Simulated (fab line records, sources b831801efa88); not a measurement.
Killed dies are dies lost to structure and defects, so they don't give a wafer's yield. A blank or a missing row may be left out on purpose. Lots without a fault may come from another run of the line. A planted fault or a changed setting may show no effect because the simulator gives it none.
Problem report in the 8D (eight disciplines) form, filled by code | flow gf180mcu | the parts of the form that need people (team, actions taken, sign-off) are left out

1. THE PROBLEM
DUAL_GATE_OXIDATION_00_THK at GF_DUAL_GATE_THK_MEAS_03 reads a mean of 17.00 nm on 9 wafers of 3 lots; wafers without a fault read 10.85 nm with a standard deviation of 0.21. That is +29 standard deviations from the usual mean.
First seen on wafer L735.1, day 13 01:39, on film_metro-01. The record holds 36 wafers of 12 lots with a number at this step. Rule for "out", or "out of limits": more than 4 standard deviations from the usual mean. The other wafers with a number count as sound.

2. WHAT IT IS AND WHAT IT IS NOT
question                    | is                           | is not
which readings at this step | DUAL_GATE_OXIDATION_00_THK   | -
which lots                  | L735, L736, L737             | L719, L720, L722, L723, L724, L725, L727, L728, L729
which wafers of those lots  | all that have a number       | -
read on which gauges        | film_metro-01, film_metro-04 | film_metro-02
when                        | from day 13 01:39            | up to then (27 sound wafers)

3. SUSPECTS, AND WHAT RULES EACH OUT
Counting: a tool at a process step up to the reading stays a suspect if it ran every lot that is out and no sound lot after the first of them.
- the gauge at GF_DUAL_GATE_THK_MEAS_03: ruled out. The wafers that are out were read on 2 gauges (film_metro-01, film_metro-04).
- furnace-01 at GF_DUAL_GATE_OXIDATION_02 (stabilise 600 s, purge 300 s, target thk 10.887 nm): kept. It ran every lot that is out, first L735 (day 13 00:12), and no sound lot after that; its last sound lot up to then is L725 (day 10 08:47).
Left after counting: furnace-01 at GF_DUAL_GATE_OXIDATION_02.

4. THE CAUSE (what the simulator had put in)
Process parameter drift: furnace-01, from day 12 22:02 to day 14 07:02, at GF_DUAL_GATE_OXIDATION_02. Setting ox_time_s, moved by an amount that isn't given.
Counting left only this tool.

5. THE CHAIN OF EFFECTS, in route order
Each row: a reading whose mean over the struck wafers that have a number lies more than 3 standard deviations from the usual. Only readings for which the record gives a usual standard deviation are gone through. hours: the time from each lot's start at the first step in this table that gives one to its start at this step, as a median over the lots. sigmas: the change in usual standard deviations.
hours | step                     | reading                    | usual    | on struck wafers | change | sigmas
0     | GF_DUAL_GATE_THK_MEAS_03 | DUAL_GATE_OXIDATION_00_THK | 10.85 nm | 17.00            | +6.15  | +29

6. WHAT WOULD HAVE CAUGHT IT SOONER
In this record the first reading out of limits at a measuring or inspecting step was taken at day 13 01:39, 4 hours after the fault began at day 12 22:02.
Of the tool readings at GF_DUAL_GATE_OXIDATION_02 for which the record gives a usual standard deviation, none was out on any struck wafer, so an alarm limit of 4 standard deviations on them would not have fired.
Of the lots that are out (3), L736, L737 began GF_DUAL_GATE_OXIDATION_02 on furnace-01 after day 13 01:39. A hold on the tool at that time would have spared those 2.
